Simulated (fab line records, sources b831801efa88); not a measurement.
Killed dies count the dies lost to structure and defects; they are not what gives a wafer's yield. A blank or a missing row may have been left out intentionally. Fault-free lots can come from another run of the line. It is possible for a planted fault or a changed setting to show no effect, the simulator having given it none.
fab line records -- flow gf180mcu
[record] lots = 6, wafers = 18, lastDay = 33
route steps=602 shown HV_LDD@229 NSD@235
lots with no fault: from the same line, run without faults
startH: hours from the record's opening day to when the first of the lot's shown wafers began -- waitH: hours elapsed since this lot's preceding step -- " the same as in the row above -- L1.1+2: a row that stands for several wafers -- - no value, or no start was given -- * or withheld: withheld -- < > ~ a bound
route shown NAME@n: NAME is a module with steps in the file, n the number in the route of the first one -- usual: mean/standard deviation of fault-free wafers -- same: alike in all rows -- chamber/n: place in a boat -- sites: the reading at each site -- _std_site: how widely they spread, as a standard deviation -- _edge_site: the outer-site mean with the inner-site mean subtracted -- radiusMm: for every site, how far away it sits from the centre of the wafer -- mask NAME#n: copy n -- behind: the most recent tool/chamber to have shaped the wafer -- hold: what put the lot on hold/how long, in hours/how the hold closed -- device: transistor that didn't switch, given as n, p or np -- end of line: the tests these same wafers got at the end of their route -- a step without rows: its recipe alone -- killed: not the wafer's yield, but the dies lost to structure and defects at the first sort -- map: shows each die of a wafer: x if killed, . if not, _ if none is there
set.NAME: the run value of the setting; set.NAME@STEP: its run value at that earlier step -- model.NAME: the simulator's own value behind a step, which no gauge read
lots seen at some steps along the route; tables by step, rows by wafer
services: when a tool's chamber went out of use (startH, in hours from the record's first day, below 0 if earlier), for how many hours, and the reason
[[steps]]
[step GF_HV_LDD_RS_MEAS_53]
[recipe] thkMeasGauge = four-point-probe
[usual] HV_LDD_RS = 418.8/0.99
lot.wafer,tool,chamber,startH,waitH,HV_LDD_RS[ohm/sq]
L438.1,filmMetro-04,-,309.33,0.1,418.1
L438.3,filmMetro-04,-,309.33,0.1,418.1
L438.5,filmMetro-04,-,309.33,0.1,419.1
L441.2,filmMetro-03,-,336.21,0.1,417.0
L441.3,filmMetro-03,-,336.21,0.1,416.6
L441.6,filmMetro-03,-,336.21,0.1,416.5
L443.3,filmMetro-01,-,342.22,0.1,418.6
L443.4,filmMetro-01,-,342.22,0.1,419.3
L443.6,filmMetro-01,-,342.22,0.1,419.2
L449.1,filmMetro-04,-,392.72,0.1,419.1
L449.2,filmMetro-04,-,392.72,0.1,418.8
L449.6,filmMetro-04,-,392.72,0.1,419.0
L452.2,filmMetro-03,-,423.01,0.1,419.5
L452.3,filmMetro-03,-,423.01,0.1,417.7
L452.6,filmMetro-03,-,423.01,0.1,418.1
L453.2,filmMetro-04,-,426.20,0.1,418.1
L453.4,filmMetro-04,-,426.20,0.1,419.2
L453.5,filmMetro-04,-,426.20,0.1,418.5
[step GF_HV_LDD_CVD_54]
[recipe] material = SiO2, targetThkNm = 10, precursor = TEOS, tempC = 680, timeS = 75, pressureMtorr = 400
[step GF_HV_LDD_THK_MEAS_55]
[recipe] reads = SiO2_of_HV_LDD_CVD_54
[usual] HV_LDD_CVD_54_THK = 9.98/0.13
lot.wafer,tool,chamber,startH,waitH,HV_LDD_CVD_54_THK[nm]
L438.1,filmMetro-01,-,310.47,0.0,9.81
L438.3,filmMetro-01,-,310.47,0.0,9.90
L438.5,filmMetro-01,-,310.47,0.0,9.98
L441.2,filmMetro-03,-,337.34,0.0,9.94
L441.3,filmMetro-03,-,337.34,0.0,9.99
L441.6,filmMetro-03,-,337.34,0.0,10.03
L443.3,filmMetro-03,-,343.35,0.0,9.97
L443.4,filmMetro-03,-,343.35,0.0,10.08
L443.6,filmMetro-03,-,343.35,0.0,10.00
L449.1,filmMetro-03,-,394.58,0.0,9.99
L449.2,filmMetro-03,-,394.58,0.0,9.98
L449.6,filmMetro-03,-,394.58,0.0,9.93
L452.2,filmMetro-03,-,424.14,0.0,10.03
L452.3,filmMetro-03,-,424.14,0.0,10.00
L452.6,filmMetro-03,-,424.14,0.0,10.16
L453.2,filmMetro-04,-,427.33,0.0,9.98
L453.4,filmMetro-04,-,427.33,0.0,9.90
L453.5,filmMetro-04,-,427.33,0.0,10.10
[step GF_HV_LDD_CVD_56]
[recipe] material = Si3N4, precursor = DCS/NH3, targetThkNm = 90, tempC = 770, timeS = 1543, pressureMtorr = 250
[step GF_HV_LDD_THK_MEAS_57]
[recipe] reads = Si3N4_of_HV_LDD_CVD_56
[usual] HV_LDD_CVD_56_THK = 90.4/0.93
lot.wafer,tool,chamber,startH,waitH,HV_LDD_CVD_56_THK[nm]
L438.1,filmMetro-01,-,312.21,0.0,90.0
L438.3,filmMetro-01,-,312.21,0.0,89.6
L438.5,filmMetro-01,-,312.21,0.0,90.4
L441.2,filmMetro-03,-,338.83,0.0,88.7
L441.3,filmMetro-03,-,338.83,0.0,89.5
L441.6,filmMetro-03,-,338.83,0.0,90.2
L443.3,filmMetro-01,-,345.20,0.0,88.8
L443.4,filmMetro-01,-,345.20,0.0,89.4
L443.6,filmMetro-01,-,345.20,0.0,88.9
L449.1,filmMetro-01,-,396.07,0.0,89.2
L449.2,filmMetro-01,-,396.07,0.0,88.9
L449.6,filmMetro-01,-,396.07,0.0,88.5
L452.2,filmMetro-04,-,425.63,0.0,90.1
L452.3,filmMetro-04,-,425.63,0.0,90.4
L452.6,filmMetro-04,-,425.63,0.0,89.8
L453.2,filmMetro-01,-,428.82,0.0,89.7
L453.4,filmMetro-01,-,428.82,0.0,89.9
L453.5,filmMetro-01,-,428.82,0.0,90.5
[step GF_HV_LDD_ETCHBACK_58]
[recipe] chemistry = CH3F/O2, target = Si3N4, stopOn = SiO2, sourceW = 400, biasW = 80, pressureMtorr = 25, ch3fFlowSccm = 40, O2_flow_sccm = 30, timeS = 100, targetDepthA = 900
[usual] drypumpMotorCurrentA = 5.7/0.4, oesProductAu = 0.845/0.0064, throttleValvePct = 10.560/0.0082
[same] timeS = 100
lot.wafer,tool,chamber,startH,waitH,drypumpMotorCurrentA,oesProductAu,rfHoursCounterH,throttleValvePct
L438.1,rieDiel-01,0,312.27,0.1,5.7,0.844,12,10.539
L438.3,rieDiel-01,3,312.27,0.1,5.7,0.847,22,10.558
L438.5,rieDiel-01,3,312.27,0.1,5.7,0.847,-,10.556
L441.2,rieDiel-01,1,338.88,0.0,5.3,0.840,18,10.552
L441.3,rieDiel-01,2,338.88,0.0,6.5,0.845,93,10.565
L441.6,rieDiel-01,2,338.88,0.0,6.5,0.848,-,10.559
L443.3,rieDiel-04,0,345.24,0.0,5.0,0.844,80,10.564
L443.4,rieDiel-04,3,345.24,0.0,5.7,0.836,22,10.565
L443.6,rieDiel-04,0,345.24,0.0,4.9,0.841,-,10.561
L449.1,rieDiel-01,3,396.13,0.1,5.7,0.836,23,10.560
L449.2,rieDiel-01,0,396.13,0.1,5.7,0.836,14,10.555
L449.6,rieDiel-01,3,396.13,0.1,5.7,0.835,-,10.559
L452.2,rieDiel-01,1,425.68,0.0,5.3,0.847,20,10.559
L452.3,rieDiel-01,2,425.68,0.0,6.6,0.847,95,10.551
L452.6,rieDiel-01,3,425.68,0.0,5.7,0.844,-,10.560
L453.2,rieDiel-04,2,428.87,0.0,5.4,0.841,24,10.575
L453.4,rieDiel-04,1,428.87,0.0,5.9,0.841,1,10.560
L453.5,rieDiel-04,2,428.87,0.0,5.4,0.857,-,10.576
[step GF_NSD_DEHYDRATE_00]
[recipe] tempC = 200, timeS = 60
[step GF_NSD_HMDS_01]
[recipe] primeTimeS = 60, primeTempC = 120
[step GF_NSD_COAT_02]
[recipe] resist = NOVOLAK, spinRpm = 3000, resistThkNm = 1000
[step GF_NSD_SOFTBAKE_03]
[recipe] tempC = 90, timeS = 60, resist = NOVOLAK
[step GF_NSD_EXPOSE_04]
[recipe] maskId = Nplus, targetCdNm = 400, na = 0.6, sourceShape = conventional, sigmaOuter = 0.6, doseMj = 140
[step GF_NSD_PEB_05]
[recipe] tempC = withheld, timeS = *, resist = NOVOLAK
[step GF_NSD_DEVELOP_06]
[recipe] developTimeS = 60, devTempC = 23
lot.wafer,tool,chamber,startH,waitH
L438.1+3+5,lithoTrack-02,0,332.95,0.1
L441.2+3+6,lithoTrack-02,0,360.58,0.1
L443.3+4+6,lithoTrack-02,0,367.55,0.1
L449.1+2+6,lithoTrack-01,0,419.79,0.1
L452.2+3+6,lithoTrack-01,0,449.96,0.1
L453.2+4+5,lithoTrack-02,0,452.73,0.1
[step GF_NSD_CD_MEAS_07]
[recipe] targetCdNm = 400
[usual] cdNm = 400.4/2.5
lot.wafer,tool,chamber,startH,waitH,hold,cdNm
L438.1,cdSem-01,-,333.10,0.1,-,402.0
L438.3,cdSem-01,-,333.10,0.1,-,397.4
L438.5,cdSem-01,-,333.10,0.1,-,399.2
L441.2,cdSem-01,-,360.72,0.1,awaitDispo/0.2h/release,280.7
L441.3,cdSem-01,-,360.72,0.1,awaitDispo/0.2h/release,281.6
L441.6,cdSem-01,-,360.72,0.1,awaitDispo/0.2h/release,280.0
L441.2,cdSem-01,-,361.01,0.3,-,280.7
L441.3,cdSem-01,-,361.01,0.3,-,282.1
L441.6,cdSem-01,-,361.01,0.3,-,280.1
L443.3,cdSem-01,-,367.69,0.1,awaitDispo/0.2h/release,280.2
L443.4,cdSem-01,-,367.69,0.1,awaitDispo/0.2h/release,280.7
L443.6,cdSem-01,-,367.69,0.1,awaitDispo/0.2h/release,282.0
L443.3,cdSem-01,-,367.98,0.3,-,280.3
L443.4,cdSem-01,-,367.98,0.3,-,280.1
L443.6,cdSem-01,-,367.98,0.3,-,282.4
L449.1,cdSem-02,-,419.94,0.1,-,397.3
L449.2,cdSem-02,-,419.94,0.1,-,397.6
L449.6,cdSem-02,-,419.94,0.1,-,397.1
L452.2,cdSem-02,-,450.11,0.1,-,401.7
L452.3,cdSem-02,-,450.11,0.1,-,402.6
L452.6,cdSem-02,-,450.11,0.1,-,401.1
L453.2,cdSem-02,-,452.87,0.1,-,398.2
L453.4,cdSem-02,-,452.87,0.1,-,399.1
L453.5,cdSem-02,-,452.87,0.1,-,399.5
[[services]]
tool,chamber,startH,hours,kind
rieDiel-01,3,323.42,4.8,repair
rieDiel-01,-,348.12,4.3,pm
rieDiel-04,1,351.93,-,clean
rieDiel-04,1,351.93,14.8,scheduledDown
rieDiel-04,1,351.93,14.8,ventCycle
rieDiel-04,1,395.77,7.9,repair
rieDiel-01,-,430.05,8.8,repair
rieDiel-04,3,437.29,6.2,repair
rieDiel-04,0,445.45,18.3,repair
rieDiel-01,2,446.20,17.3,repair
[[key]]
[firstSign] step = GF_NSD_CD_MEAS_07, reading = visit, direction = added
[effect] step = GF_NSD_CD_MEAS_07, reading = cdNm, direction = down, sigmas = 49, usual = 400.4, struck = 280.9
metAt GF_NSD_DEVELOP_06
struckWafers L441.2,L441.3,L441.6,L443.3,L443.4,L443.6
scrappedBehind GF_NSD_CD_MEAS_07 L441.2,L441.3,L441.6,L443.3,L443.4,L443.6
onsetBetween 332.95 360.58
[fault] kind = processParameterDrift, tool = lithoTrack-02, chamber = -, onsetH = 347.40, steps = GF_NSD_DEVELOP_06, channel = developTimeS, offset = *, shape = step, endH = 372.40, actsIn = *, stated = *
